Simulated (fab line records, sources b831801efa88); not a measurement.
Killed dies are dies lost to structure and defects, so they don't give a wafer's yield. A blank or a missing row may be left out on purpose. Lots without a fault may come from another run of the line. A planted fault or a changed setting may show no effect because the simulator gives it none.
fab line records | flow sky130
record lots=5 wafers=15 last_day=50
route steps=708 shown DNWELL@37 PWDE@45 NWELL@56
lots that met no fault: from a run of the same line without faults
start_h: hours from the record's first day to the start of the lot's first wafer shown | wait_h: hours since the lot's step before | " the same as in the row above | L1.1+2: a row that stands for several wafers | - no value, or no start given | * or withheld: withheld | < > ~ a bound
route shown NAME@n: a module of which the file shows steps, and the number in the route of the first | usual: mean/standard deviation of fault-free wafers | same: alike in all rows | chamber/n: place in a boat | sites: the reading at each site | _std_site: their standard deviation | _edge_site: outer sites' mean less inner sites' | radius_mm: how far each site lies from the wafer's centre | mask NAME#n: copy n | behind: the tool/chamber that last shaped the wafer | hold: why the lot was held/for how many hours/how that ended | device: the transistor (n, p or np) that didn't switch | end of line: the same wafers' tests at the end of the route | a step without rows: its recipe alone | killed: dies lost to structure and defects at the first sort, not the wafer's yield | map: a wafer's dies, x killed, . not, _ none there
set.NAME: the setting as run; set.NAME@STEP: as run at that earlier step | model.NAME: the simulator's own value behind a step, which no gauge read
lots at some steps of the route; a table a step, a row a wafer
services: from which hour (start_h, from the record's first day; less than 0 if before it) a tool's chamber was out of use, for how many hours, and why
## steps
# step SKY_DNWELL_COAT_02
# recipe spin_rpm=2000 resist_thk_nm=3000
# columns lot.wafer tool chamber start_h wait_h
L076.3+4+6 litho_track-01 0 55.38 0.1
L080.1+3+5 litho_track-04 0 76.69 0.1
L088.1+2+4 litho_track-01 0 136.63 0.1
L093.1+2+6 litho_track-02 0 149.78 0.1
L095.1+4+6 litho_track-01 0 166.62 0.1
# step SKY_DNWELL_SOFTBAKE_03
# recipe temp_c=110 time_s=withheld
# columns lot.wafer tool chamber start_h wait_h
L076.3+4+6 litho_track-01 0 55.54 0.1
L080.1+3+5 litho_track-04 0 76.84 0.1
L088.1+2+4 litho_track-01 0 136.78 0.1
L093.1+2+6 litho_track-02 0 149.93 0.1
L095.1+4+6 litho_track-01 0 166.77 0.1
# step SKY_DNWELL_EXPOSE_04
# recipe mask_id=DNM na=0.57 target_cd_nm=3000 dose_mj=222
# columns lot.wafer tool chamber start_h wait_h mask
L076.3+4+6 iline_stepper-02 0 - - DNM#0
L080.1+3+5 iline_stepper-02 0 - - DNM#0
L088.1+2+4 iline_stepper-02 0 - - DNM#0
L093.1+2+6 iline_stepper-01 0 - - DNM#0
L095.1+4+6 iline_stepper-02 0 - - DNM#0
# step SKY_DNWELL_PEB_05
# recipe temp_c=115 time_s=withheld
# columns lot.wafer tool chamber start_h wait_h
L076.3+4+6 litho_track-01 0 - -
L080.1+3+5 litho_track-01 0 - -
L088.1+2+4 litho_track-02 0 - -
L093.1+2+6 litho_track-02 0 - -
L095.1+4+6 litho_track-01 0 - -
# step SKY_DNWELL_DEVELOP_06
# recipe wall_angle_deg=90 developer=TMAH develop_time_s=62.62 dev_temp_c=23
# usual developer_temp_C=23.01/0.1
# columns lot.wafer tool chamber start_h wait_h developer_temp_C
L076.3 litho_track-01 0 - - 22.78
L076.4 " 0 " " 22.94
L076.6 " 0 " " 22.95
L080.1 litho_track-01 0 - - 22.92
L080.3 " 0 " " 22.90
L080.5 " 0 " " 23.02
L088.1 litho_track-02 0 - - 22.91
L088.2 " 0 " " 22.88
L088.4 " 0 " " 22.74
L093.1 litho_track-02 0 - - 22.87
L093.2 " 0 " " 22.99
L093.6 " 0 " " 22.87
L095.1 litho_track-01 0 - - 22.79
L095.4 " 0 " " 23.10
L095.6 " 0 " " 22.95
# step SKY_DNWELL_IMPLANT_07
# recipe species=P energy_kev=withheld dose_cm2=withheld tilt_deg=withheld
# columns lot.wafer tool chamber start_h wait_h
L076.3+4+6 implanter-04 0 64.13 -
L080.1+3+5 implanter-04 0 84.68 -
L088.1+2+4 implanter-02 0 146.78 -
L093.1+2+6 implanter-02 0 158.98 -
L095.1+4+6 implanter-01 0 176.52 -
# step SKY_DNWELL_STRIP_08
# recipe chemistry=O2/N2 power_w=1400 pressure_mtorr=1500 platen_temp_c=withheld o2_flow_sccm=3000 n2_flow_sccm=300 overash_fraction=0.5
# usual drypump_motor_current_A=5.7/0.4 oes_product_au=0.723/0.0046 strip_time_to_endpoint_s=36.90/0.12
# columns lot.wafer tool chamber start_h wait_h drypump_motor_current_A oes_product_au rf_hours_counter_h strip_time_to_endpoint_s
L076.3 plasma_asher-03 0 64.26 0.1 6.2 0.727 - 36.94
L076.4 " 1 " " 5.7 0.731 - 37.02
L076.6 " 1 " " 5.7 0.719 - 36.96
L080.1 plasma_asher-03 0 84.83 0.1 6.2 0.730 41 36.87
L080.3 " 1 " " 5.7 0.722 - 36.92
L080.5 " 0 " " 6.2 0.723 - 36.87
L088.1 plasma_asher-01 1 146.93 0.1 5.1 0.729 35 36.87
L088.2 " 0 " " 5.9 0.717 35 36.88
L088.4 " 0 " " 5.9 0.722 - 36.77
L093.1 plasma_asher-01 0 159.13 0.1 5.9 0.727 36 36.96
L093.2 " 1 " " 5.1 0.720 36 36.88
L093.6 " 1 " " 5.1 0.722 - 36.94
L095.1 plasma_asher-03 1 176.67 0.1 5.7 0.720 51 36.79
L095.4 " 0 " " 6.2 0.723 - 37.00
L095.6 " 1 " " 5.7 0.718 - 36.90
# step SKY_DNWELL_TW_MEAS_09
# usual DNWELL_TW=1114/16
# columns lot.wafer tool chamber start_h wait_h DNWELL_TW
L076.3 film_metro-03 - 64.35 0.1 1126
L076.4 " - " " 1123
L076.6 " - " " 1117
L080.1 film_metro-02 - 84.93 0.1 1120
L080.3 " - " " 1121
L080.5 " - " " 1115
L088.1 film_metro-03 - 147.03 0.1 1119
L088.2 " - " " 1114
L088.4 " - " " 1117
L093.1 film_metro-02 - 159.23 0.1 1125
L093.2 " - " " 1132
L093.6 " - " " 1118
L095.1 film_metro-04 - 176.77 0.1 1091
L095.4 " - " " 1093
L095.6 " - " " 1095
# step SKY_PWDE_DEHYDRATE_00
# recipe temp_c=200 time_s=60
# columns lot.wafer tool chamber start_h wait_h
L076.3+4+6 litho_track-04 0 71.54 7.2
L080.1+3+5 litho_track-04 0 92.54 7.6
L088.1+2+4 litho_track-03 0 156.04 9.0
L093.1+2+6 litho_track-03 0 168.54 9.3
L095.1+4+6 litho_track-04 0 186.99 10.2
# step SKY_PWDE_HMDS_01
# recipe prime_time_s=60 prime_temp_c=120
# columns lot.wafer tool chamber start_h wait_h
L076.3+4+6 litho_track-04 0 71.69 0.1
L080.1+3+5 litho_track-04 0 92.69 0.1
L088.1+2+4 litho_track-03 0 156.19 0.1
L093.1+2+6 litho_track-03 0 168.69 0.1
L095.1+4+6 litho_track-04 0 187.14 0.1
# step SKY_PWDE_COAT_02
# recipe spin_rpm=2000 resist_thk_nm=3000
# columns lot.wafer tool chamber start_h wait_h
L076.3+4+6 litho_track-04 0 71.84 0.1
L080.1+3+5 litho_track-04 0 92.84 0.1
L088.1+2+4 litho_track-03 0 156.34 0.1
L093.1+2+6 litho_track-03 0 168.84 0.1
L095.1+4+6 litho_track-04 0 187.29 0.1
# step SKY_PWDE_SOFTBAKE_03
# recipe temp_c=110 time_s=withheld
# columns lot.wafer tool chamber start_h wait_h
L076.3+4+6 litho_track-04 0 72.01 0.1
L080.1+3+5 litho_track-04 0 92.99 0.1
L088.1+2+4 litho_track-03 0 156.49 0.1
L093.1+2+6 litho_track-03 0 168.99 0.1
L095.1+4+6 litho_track-04 0 187.44 0.1
# step SKY_PWDE_EXPOSE_04
# recipe mask_id=PWDEM na=0.6 source_shape=conventional sigma_outer=0.6 polarization=unpolarized target_cd_nm=840 dose_mj=214
# columns lot.wafer tool chamber start_h wait_h mask
L076.3+4+6 iline_stepper-02 0 - - PWDEM#0
L080.1+3+5 iline_stepper-02 0 - - PWDEM#0
L088.1+2+4 iline_stepper-01 0 - - PWDEM#0
L093.1+2+6 iline_stepper-02 0 - - PWDEM#0
L095.1+4+6 iline_stepper-01 0 - - PWDEM#0
# step SKY_PWDE_PEB_05
# recipe temp_c=115 time_s=withheld
# columns lot.wafer tool chamber start_h wait_h
L076.3+4+6 litho_track-03 0 - -
L080.1+3+5 litho_track-03 0 - -
L088.1+2+4 litho_track-03 0 - -
L093.1+2+6 litho_track-01 0 - -
L095.1+4+6 litho_track-01 0 - -
# step SKY_PWDE_DEVELOP_06
# recipe wall_angle_deg=90 developer=TMAH develop_time_s=60 dev_temp_c=23
# usual developer_temp_C=23.03/0.11
# columns lot.wafer tool chamber start_h wait_h developer_temp_C
L076.3 litho_track-03 0 - - 23.09
L076.4 " 0 " " 23.13
L076.6 " 0 " " 23.20
L080.1 litho_track-03 0 - - 23.13
L080.3 " 0 " " 23.09
L080.5 " 0 " " 22.95
L088.1 litho_track-03 0 - - 22.85
L088.2 " 0 " " 22.77
L088.4 " 0 " " 22.99
L093.1 litho_track-01 0 - - 23.11
L093.2 " 0 " " 23.03
L093.6 " 0 " " 23.07
L095.1 litho_track-01 0 - - 22.85
L095.4 " 0 " " 22.93
L095.6 " 0 " " 22.83
# step SKY_PWDE_OVL_MEAS_07
# usual PWDE_OVL=0.9/1.5
# columns lot.wafer tool chamber start_h wait_h PWDE_OVL[nm]
L076.3 overlay-01 - 80.75 - 1.0
L076.4 " - " " -0.4
L076.6 " - " " -0.3
L080.1 overlay-01 - 101.34 - -2.1
L080.3 " - " " 0.5
L080.5 " - " " -0.4
L088.1 overlay-02 - 166.44 - 1.9
L088.2 " - " " 2.5
L088.4 " - " " 1.9
L093.1 overlay-01 - 178.97 - 4.1
L093.2 " - " " 1.6
L093.6 " - " " 2.5
L095.1 overlay-01 - 198.02 - -1.2
L095.4 " - " " -1.2
L095.6 " - " " 0.2
# step SKY_PWDE_IMPLANT_08
# recipe species=B energy_kev=150 dose_cm2=3.6e+12 tilt_deg=withheld
# usual faraday_current_uA=20.3/0.46
# columns lot.wafer tool chamber start_h wait_h faraday_current_uA
L076.3 implanter-02 0 80.83 0.1 20.1
L076.4 " 0 " " 20.1
L076.6 " 0 " " 20.7
L080.1 implanter-01 0 101.38 0.0 19.9
L080.3 " 0 " " 20.2
L080.5 " 0 " " 20.0
L088.1 implanter-02 0 166.48 0.0 21.0
L088.2 " 0 " " 20.2
L088.4 " 0 " " 21.0
L093.1 implanter-01 0 179.01 0.0 20.5
L093.2 " 0 " " 20.5
L093.6 " 0 " " 20.3
L095.1 implanter-01 0 198.06 0.0 20.4
L095.4 " 0 " " 20.1
L095.6 " 0 " " 20.1
# step SKY_PWDE_STRIP_09
# recipe chemistry=O2/N2 power_w=1400 pressure_mtorr=1500 platen_temp_c=withheld o2_flow_sccm=3000 n2_flow_sccm=300 overash_fraction=0.5
# usual drypump_motor_current_A=5.5/0.4 oes_product_au=0.722/0.0047 strip_time_to_endpoint_s=36.95/0.11
# columns lot.wafer tool chamber start_h wait_h drypump_motor_current_A oes_product_au rf_hours_counter_h strip_time_to_endpoint_s
L076.3 plasma_asher-02 0 80.96 0.1 5.3 0.725 - 36.96
L076.4 " 1 " " 5.9 0.722 - 37.08
L076.6 " 0 " " 5.3 0.726 - 36.95
L080.1 plasma_asher-01 1 101.53 0.1 5.1 0.725 30 36.96
L080.3 " 0 " " 5.9 0.729 - 36.88
L080.5 " 1 " " 5.1 0.727 - 36.92
L088.1 plasma_asher-04 0 166.63 0.1 5.9 0.717 47 36.91
L088.2 " 1 " " 5.0 0.716 47 37.10
L088.4 " 1 " " 5.0 0.718 - 36.98
L093.1 plasma_asher-01 1 179.16 0.1 5.1 0.725 38 37.00
L093.2 " 0 " " 5.9 0.729 38 37.03
L093.6 " 1 " " 5.1 0.719 - 37.04
L095.1 plasma_asher-01 0 198.21 0.1 5.9 0.723 40 36.84
L095.4 " 1 " " 5.1 0.713 - 36.92
L095.6 " 0 " " 5.8 0.719 - 36.94
# step SKY_PWDE_TW_MEAS_10
# usual PWDE_TW=375/4.7
# columns lot.wafer tool chamber start_h wait_h PWDE_TW
L076.3 film_metro-02 - 81.05 0.1 376
L076.4 " - " " 376
L076.6 " - " " 374
L080.1 film_metro-02 - 101.63 0.1 382
L080.3 " - " " 383
L080.5 " - " " 381
L088.1 film_metro-03 - 166.73 0.1 377
L088.2 " - " " 374
L088.4 " - " " 376
L093.1 film_metro-02 - 179.26 0.1 379
L093.2 " - " " 377
L093.6 " - " " 378
L095.1 film_metro-04 - 198.31 0.1 368
L095.4 " - " " 371
L095.6 " - " " 369
# step SKY_NWELL_DEHYDRATE_03
# recipe temp_c=200 time_s=60
# columns lot.wafer tool chamber start_h wait_h
L076.3+4+6 litho_track-02 0 88.78 7.7
L080.1+3+5 litho_track-03 0 109.79 8.2
L088.1+2+4 litho_track-03 0 175.84 9.1
L093.1+2+6 litho_track-01 0 189.27 10.0
L095.1+4+6 litho_track-03 0 208.54 10.2
# step SKY_NWELL_HMDS_04
# recipe prime_time_s=60 prime_temp_c=120
# columns lot.wafer tool chamber start_h wait_h
L076.3+4+6 litho_track-02 0 88.93 0.1
L080.1+3+5 litho_track-03 0 109.94 0.1
L088.1+2+4 litho_track-03 0 175.99 0.1
L093.1+2+6 litho_track-01 0 189.42 0.1
L095.1+4+6 litho_track-03 0 208.69 0.1
# step SKY_NWELL_COAT_05
# recipe spin_rpm=2000 resist_thk_nm=3000
# columns lot.wafer tool chamber start_h wait_h
L076.3+4+6 litho_track-02 0 89.08 0.1
L080.1+3+5 litho_track-03 0 110.09 0.1
L088.1+2+4 litho_track-03 0 176.14 0.1
L093.1+2+6 litho_track-01 0 189.57 0.1
L095.1+4+6 litho_track-03 0 208.84 0.1
# step SKY_NWELL_SOFTBAKE_06
# recipe temp_c=110 time_s=withheld
# columns lot.wafer tool chamber start_h wait_h
L076.3+4+6 litho_track-02 0 89.25 0.1
L080.1+3+5 litho_track-03 0 110.24 0.1
L088.1+2+4 litho_track-03 0 176.29 0.1
L093.1+2+6 litho_track-01 0 189.72 0.1
L095.1+4+6 litho_track-03 0 208.99 0.1
# step SKY_NWELL_EXPOSE_07
# recipe mask_id=NWM na=0.6 source_shape=conventional sigma_outer=0.6 polarization=unpolarized target_cd_nm=840 dose_mj=255
# columns lot.wafer tool chamber start_h wait_h mask
L076.3+4+6 iline_stepper-02 0 - - NWM#0
L080.1+3+5 iline_stepper-01 0 - - NWM#0
L088.1+2+4 iline_stepper-02 0 - - NWM#0
L093.1+2+6 iline_stepper-01 0 - - NWM#0
L095.1+4+6 iline_stepper-02 0 - - NWM#0
# step SKY_NWELL_PEB_08
# recipe temp_c=115 time_s=withheld
# columns lot.wafer tool chamber start_h wait_h
L076.3+4+6 litho_track-03 0 - -
L080.1+3+5 litho_track-01 0 - -
L088.1+2+4 litho_track-03 0 - -
L093.1+2+6 litho_track-01 0 - -
L095.1+4+6 litho_track-03 0 - -
# step SKY_NWELL_DEVELOP_09
# recipe wall_angle_deg=90 developer=TMAH develop_time_s=60 dev_temp_c=23
# usual developer_temp_C=23.00/0.11
# columns lot.wafer tool chamber start_h wait_h developer_temp_C
L076.3 litho_track-03 0 - - 22.89
L076.4 " 0 " " 23.08
L076.6 " 0 " " 23.03
L080.1 litho_track-01 0 - - 23.10
L080.3 " 0 " " 23.06
L080.5 " 0 " " 23.04
L088.1 litho_track-03 0 - - 23.09
L088.2 " 0 " " 23.03
L088.4 " 0 " " 23.03
L093.1 litho_track-01 0 - - 23.17
L093.2 " 0 " " 23.05
L093.6 " 0 " " 23.18
L095.1 litho_track-03 0 - - 23.10
L095.4 " 0 " " 23.11
L095.6 " 0 " " 22.79
# step SKY_NWELL_OVL_MEAS_10
# usual NWELL_00_OVL=0.4/1.1
# columns lot.wafer tool chamber start_h wait_h NWELL_00_OVL[nm]
L076.3 overlay-01 - 98.05 - 0.8
L076.4 " - " " -0.2
L076.6 " - " " 0.7
L080.1 overlay-02 - 119.38 - -0.5
L080.3 " - " " 1.2
L080.5 " - " " -0.3
L088.1 overlay-02 - 186.99 - 0.3
L088.2 " - " " 1.8
L088.4 " - " " 2.2
L093.1 overlay-01 - 199.87 - 0.9
L093.2 " - " " 1.8
L093.6 " - " " -0.1
L095.1 overlay-01 - 220.09 - 0.8
L095.4 " - " " 1.8
L095.6 " - " " 0.9
# step SKY_NWELL_IMPLANT_11
# recipe species=P energy_kev=400 dose_cm2=1.934e+13 tilt_deg=withheld
# usual faraday_current_uA=108.7/2.2
# columns lot.wafer tool chamber start_h wait_h faraday_current_uA
L076.3 implanter-04 0 98.13 0.1 106.9
L076.4 " 0 " " 111.6
L076.6 " 0 " " 108.9
L080.1 implanter-03 0 119.41 0.0 108.3
L080.3 " 0 " " 107.5
L080.5 " 0 " " 109.0
L088.1 implanter-04 0 187.03 0.0 109.0
L088.2 " 0 " " 112.0
L088.4 " 0 " " 109.4
L093.1 implanter-01 0 199.91 0.0 108.5
L093.2 " 0 " " 109.8
L093.6 " 0 " " 107.2
L095.1 implanter-04 0 220.13 0.0 106.2
L095.4 " 0 " " 106.8
L095.6 " 0 " " 108.0
# step SKY_NWELL_IMPLANT_12
# recipe species=P energy_kev=120 dose_cm2=1.3e+12 tilt_deg=withheld
# usual faraday_current_uA=7.33/0.15
# columns lot.wafer tool chamber start_h wait_h faraday_current_uA
L076.3 implanter-04 0 98.28 0.1 7.40
L076.4 " 0 " " 7.59
L076.6 " 0 " " 7.54
L080.1 implanter-03 0 119.56 0.1 7.49
L080.3 " 0 " " 7.29
L080.5 " 0 " " 7.18
L088.1 implanter-04 0 187.18 0.1 7.19
L088.2 " 0 " " 7.30
L088.4 " 0 " " 7.10
L093.1 implanter-01 0 200.06 0.1 7.45
L093.2 " 0 " " 7.24
L093.6 " 0 " " 7.33
L095.1 implanter-04 0 220.28 0.1 7.14
L095.4 " 0 " " 7.32
L095.6 " 0 " " 7.36
# step SKY_NWELL_IMPLANT_13
# recipe species=P energy_kev=50 dose_cm2=7e+11 tilt_deg=withheld
# usual faraday_current_uA=3.94/0.072
# columns lot.wafer tool chamber start_h wait_h faraday_current_uA
L076.3 implanter-04 0 98.43 0.1 3.94
L076.4 " 0 " " 3.91
L076.6 " 0 " " 3.92
L080.1 implanter-03 0 119.71 0.1 3.94
L080.3 " 0 " " 3.94
L080.5 " 0 " " 3.87
L088.1 implanter-04 0 187.33 0.1 3.89
L088.2 " 0 " " 3.92
L088.4 " 0 " " 3.85
L093.1 implanter-01 0 200.21 0.1 3.95
L093.2 " 0 " " 4.02
L093.6 " 0 " " 3.93
L095.1 implanter-04 0 220.43 0.1 3.91
L095.4 " 0 " " 4.06
L095.6 " 0 " " 4.01
# step SKY_NWELL_STRIP_14
# recipe chemistry=O2/N2 power_w=1400 pressure_mtorr=1500 platen_temp_c=withheld o2_flow_sccm=3000 n2_flow_sccm=300 overash_fraction=0.5
# usual drypump_motor_current_A=5.6/0.45 oes_product_au=0.722/0.0043 strip_time_to_endpoint_s=36.88/0.08
# columns lot.wafer tool chamber start_h wait_h drypump_motor_current_A oes_product_au rf_hours_counter_h strip_time_to_endpoint_s
L076.3 plasma_asher-04 0 98.56 0.1 5.9 0.721 - 36.88
L076.4 " 1 " " 5.0 0.719 - 36.98
L076.6 " 1 " " 4.9 0.725 - 36.85
L080.1 plasma_asher-01 0 119.86 0.1 5.9 0.718 32 36.79
L080.3 " 0 " " 5.9 0.719 - 36.90
L080.5 " 0 " " 5.9 0.721 - 36.95
L088.1 plasma_asher-04 1 187.48 0.1 5.0 0.724 49 37.04
L088.2 " 0 " " 5.9 0.726 49 36.87
L088.4 " 1 " " 4.9 0.713 - 36.99
L093.1 plasma_asher-04 1 200.36 0.1 4.9 0.720 50 36.87
L093.2 " 0 " " 5.9 0.719 50 36.77
L093.6 " 1 " " 5.0 0.718 - 36.83
L095.1 plasma_asher-01 0 220.58 0.1 5.9 0.721 42 36.88
L095.4 " 1 " " 5.1 0.725 - 36.84
L095.6 " 1 " " 5.1 0.724 - 36.79
# step SKY_NWELL_TW_MEAS_15
# usual NWELL_TW=1834/27
# columns lot.wafer tool chamber start_h wait_h NWELL_TW
L076.3 film_metro-04 - 98.65 0.1 1805
L076.4 " - " " 1800
L076.6 " - " " 1800
L080.1 film_metro-04 - 119.96 0.1 1800
L080.3 " - " " 1797
L080.5 " - " " 1799
L088.1 film_metro-04 - 187.58 0.1 1795
L088.2 " - " " 1794
L088.4 " - " " 1802
L093.1 film_metro-02 - 200.46 0.1 1850
L093.2 " - " " 1854
L093.6 " - " " 1853
L095.1 film_metro-04 - 220.68 0.1 1799
L095.4 " - " " 1800
L095.6 " - " " 1794
# step SKY_NWELL_DEHYDRATE_16
# recipe temp_c=200 time_s=60
# columns lot.wafer tool chamber start_h wait_h
L076.3+4+6 litho_track-03 0 106.14 7.5
L080.1+3+5 litho_track-01 0 127.88 7.9
L088.1+2+4 litho_track-01 0 197.02 9.4
L093.1+2+6 litho_track-02 0 210.48 10.0
L095.1+4+6 litho_track-03 0 230.79 10.1
# step SKY_NWELL_HMDS_17
# recipe prime_time_s=60 prime_temp_c=120
# columns lot.wafer tool chamber start_h wait_h
L076.3+4+6 litho_track-03 0 106.29 0.1
L080.1+3+5 litho_track-01 0 128.03 0.1
L088.1+2+4 litho_track-01 0 197.17 0.1
L093.1+2+6 litho_track-02 0 210.63 0.1
L095.1+4+6 litho_track-03 0 230.94 0.1
# step SKY_NWELL_COAT_18
# recipe spin_rpm=2000 resist_thk_nm=3000
# columns lot.wafer tool chamber start_h wait_h
L076.3+4+6 litho_track-03 0 106.44 0.1
L080.1+3+5 litho_track-01 0 128.18 0.1
L088.1+2+4 litho_track-01 0 197.32 0.1
L093.1+2+6 litho_track-02 0 210.78 0.1
L095.1+4+6 litho_track-03 0 231.09 0.1
# step SKY_NWELL_SOFTBAKE_19
# recipe temp_c=110 time_s=withheld
# columns lot.wafer tool chamber start_h wait_h
L076.3+4+6 litho_track-03 0 106.61 0.1
L080.1+3+5 litho_track-01 0 128.33 0.1
L088.1+2+4 litho_track-01 0 197.47 0.1
L093.1+2+6 litho_track-02 0 210.93 0.1
L095.1+4+6 litho_track-03 0 231.24 0.1
# step SKY_NWELL_EXPOSE_20
# recipe mask_id=NWM_COMPLEMENT na=0.6 source_shape=conventional sigma_outer=0.6 polarization=unpolarized target_cd_nm=840 dose_mj=260
# columns lot.wafer tool chamber start_h wait_h mask
L076.3+4+6 iline_stepper-01 0 - - NWM_COMPLEMENT#0
L080.1+3+5 iline_stepper-02 0 - - NWM_COMPLEMENT#0
L088.1+2+4 iline_stepper-01 0 - - NWM_COMPLEMENT#0
L093.1+2+6 iline_stepper-02 0 - - NWM_COMPLEMENT#0
L095.1+4+6 iline_stepper-01 0 - - NWM_COMPLEMENT#0
# step SKY_NWELL_PEB_21
# recipe temp_c=115 time_s=withheld
# columns lot.wafer tool chamber start_h wait_h
L076.3+4+6 litho_track-02 0 - -
L080.1+3+5 litho_track-01 0 - -
L088.1+2+4 litho_track-02 0 - -
L093.1+2+6 litho_track-01 0 - -
L095.1+4+6 litho_track-01 0 - -
# step SKY_NWELL_DEVELOP_22
# recipe wall_angle_deg=90 developer=TMAH develop_time_s=60 dev_temp_c=23
# usual developer_temp_C=23.00/0.11
# columns lot.wafer tool chamber start_h wait_h developer_temp_C
L076.3 litho_track-02 0 - - 23.04
L076.4 " 0 " " 22.98
L076.6 " 0 " " 22.83
L080.1 litho_track-01 0 - - 23.08
L080.3 " 0 " " 23.00
L080.5 " 0 " " 23.05
L088.1 litho_track-02 0 - - 23.01
L088.2 " 0 " " 22.88
L088.4 " 0 " " 23.04
L093.1 litho_track-01 0 - - 23.06
L093.2 " 0 " " 23.03
L093.6 " 0 " " 22.92
L095.1 litho_track-01 0 - - 22.96
L095.4 " 0 " " 22.98
L095.6 " 0 " " 22.95
# step SKY_NWELL_OVL_MEAS_23
# usual NWELL_01_OVL=0.7/1.1
# columns lot.wafer tool chamber start_h wait_h NWELL_01_OVL[nm]
L076.3 overlay-01 - 115.24 - 0.1
L076.4 " - " " 1.5
L076.6 " - " " 1.7
L080.1 overlay-02 - 137.68 - -1.0
L080.3 " - " " 1.0
L080.5 " - " " 1.8
L088.1 overlay-02 - 208.38 - 2.2
L088.2 " - " " 1.1
L088.4 " - " " 3.7
L093.1 overlay-02 - 221.92 - -0.2
L093.2 " - " " -1.1
L093.6 " - " " 0.5
L095.1 overlay-01 - 242.67 - 0.7
L095.4 " - " " 2.0
L095.6 " - " " 2.8
# step SKY_NWELL_IMPLANT_24
# recipe species=B energy_kev=140 dose_cm2=9.2e+12 tilt_deg=withheld
# usual faraday_current_uA=51.8/1.1
# columns lot.wafer tool chamber start_h wait_h faraday_current_uA
L076.3 implanter-01 0 115.32 0.1 53.0
L076.4 " 0 " " 51.7
L076.6 " 0 " " 51.2
L080.1 implanter-01 0 137.71 0.0 51.7
L080.3 " 0 " " 51.8
L080.5 " 0 " " 51.5
L088.1 implanter-03 0 208.42 0.0 56.0
L088.2 " 0 " " 53.8
L088.4 " 0 " " 52.6
L093.1 implanter-01 0 221.96 0.0 50.6
L093.2 " 0 " " 52.2
L093.6 " 0 " " 51.8
L095.1 implanter-01 0 242.71 0.0 52.9
L095.4 " 0 " " 51.8
L095.6 " 0 " " 49.7
# step SKY_NWELL_STRIP_25
# recipe chemistry=O2/N2 power_w=1400 pressure_mtorr=1500 platen_temp_c=withheld o2_flow_sccm=3000 n2_flow_sccm=300 overash_fraction=0.5
# usual drypump_motor_current_A=5.7/0.42 oes_product_au=0.723/0.0042 strip_time_to_endpoint_s=36.88/0.077
# columns lot.wafer tool chamber start_h wait_h drypump_motor_current_A oes_product_au rf_hours_counter_h strip_time_to_endpoint_s
L076.3 plasma_asher-03 1 115.45 0.1 5.7 0.719 - 36.87
L076.4 " 0 " " 6.2 0.726 - 36.92
L076.6 " 1 " " 5.7 0.721 - 36.84
L080.1 plasma_asher-01 0 137.86 0.1 5.9 0.732 34 36.85
L080.3 " 1 " " 5.1 0.722 - 36.81
L080.5 " 0 " " 5.9 0.729 - 36.83
L088.1 plasma_asher-01 0 208.57 0.1 5.9 0.716 41 36.99
L088.2 " 1 " " 5.1 0.728 41 37.01
L088.4 " 1 " " 5.1 0.719 - 36.96
L093.1 plasma_asher-01 1 222.11 0.1 5.1 0.716 43 36.88
L093.2 " 0 " " 5.9 0.726 43 36.91
L093.6 " 1 " " 5.1 0.724 - 36.87
L095.1 plasma_asher-03 1 242.86 0.1 5.7 0.720 58 36.75
L095.4 " 0 " " 6.2 0.724 - 36.73
L095.6 " 1 " " 5.7 0.721 - 36.85
# step SKY_NWELL_TW_MEAS_26
# usual NWELL_2_TW=496/7
# columns lot.wafer tool chamber start_h wait_h NWELL_2_TW
L076.3 film_metro-03 - 115.54 0.1 501
L076.4 " - " " 504
L076.6 " - " " 506
L080.1 film_metro-04 - 137.96 0.1 485
L080.3 " - " " 487
L080.5 " - " " 485
L088.1 film_metro-04 - 208.67 0.1 492
L088.2 " - " " 493
L088.4 " - " " 494
L093.1 film_metro-04 - 222.21 0.1 488
L093.2 " - " " 485
L093.6 " - " " 489
L095.1 film_metro-02 - 242.96 0.1 499
L095.4 " - " " 502
L095.6 " - " " 498
# step SKY_NWELL_CLEAN_27
# recipe chemistry=SC1/SC2 mix=1:4:20 temp_c=70 time_s=150 dry=n2_spin
# usual bath_guard_temp_C=69.7/0.6
# columns lot.wafer tool chamber start_h wait_h bath_guard_temp_C
L076.3 wet_bench-01 3 115.58 0.0 68.8
L076.4 " 3 " " 68.7
L076.6 " 3 " " 68.9
L080.1 wet_bench-03 2 138.02 0.1 70.1
L080.3 " 2 " " 70.3
L080.5 " 2 " " 70.1
L088.1 wet_bench-01 0 208.73 0.1 70.2
L088.2 " 0 " " 70.6
L088.4 " 0 " " 70.7
L093.1 wet_bench-04 1 222.27 0.1 71.0
L093.2 " 1 " " 70.5
L093.6 " 1 " " 70.8
L095.1 wet_bench-04 3 243.02 0.1 69.8
L095.4 " 3 " " 70.1
L095.6 " 3 " " 70.0
# step SKY_NWELL_RTA_28
# recipe temp_c=1050 time_s=30 idle_temp_c=650 ramp_up_c_per_s=150 ramp_down_c_per_s=90 ambient=N2
# usual lamp_power_pct=25.30/0.055 wafer_temp_C_max=1054.8/0.96
# columns lot.wafer tool chamber start_h wait_h lamp_power_pct wafer_temp_C_max
L076.3 rtp_anneal-01 0 115.69 0.1 25.24 1054.7
L076.4 " 0 " " 25.38 1055.1
L076.6 " 0 " " 25.30 1055.0
L080.1 rtp_anneal-02 0 138.08 0.0 25.38 1055.6
L080.3 " 0 " " 25.32 1055.5
L080.5 " 0 " " 25.31 1053.8
L088.1 rtp_anneal-02 0 208.78 0.0 25.26 1054.7
L088.2 " 0 " " 25.31 1054.8
L088.4 " 0 " " 25.23 1055.4
L093.1 rtp_anneal-01 0 222.32 0.0 25.33 1056.9
L093.2 " 0 " " 25.22 1055.2
L093.6 " 0 " " 25.36 1054.9
L095.1 rtp_anneal-02 0 243.07 0.0 25.16 1054.9
L095.4 " 0 " " 25.29 1053.2
L095.6 " 0 " " 25.31 1056.5
## services
# columns tool chamber start_h hours kind
iline_stepper-01 - 39.99 7.9 repair
implanter-01 - 45.27 5.5 pm
implanter-02 - 56.65 0.7 repair
iline_stepper-02 - 76.44 0.5 repair
implanter-01 - 87.82 3.2 repair
implanter-01 - 96.88 1.0 repair
plasma_asher-04 - 100.58 1.7 repair
implanter-04 - 103.76 3.0 repair
plasma_asher-02 - 108.75 9.0 pm
rtp_anneal-02 - 112.56 3.3 pm
wet_bench-01 - 123.71 1.4 repair
implanter-02 - 133.24 5.7 pm
implanter-04 - 135.24 4.5 repair
implanter-03 - 168.81 1.9 repair
iline_stepper-02 - 173.62 1.3 repair
implanter-04 - 177.36 5.6 pm
iline_stepper-02 - 187.53 17.7 repair
plasma_asher-04 - 211.79 39.8 pm
iline_stepper-02 - 216.49 1.7 pm
implanter-02 - 224.40 0.9 repair
plasma_asher-01 - 224.61 0.4 repair
implanter-03 - 230.36 0.6 repair
implanter-02 - 230.48 0.9 repair
implanter-01 - 238.15 4.4 repair
## key
fault none
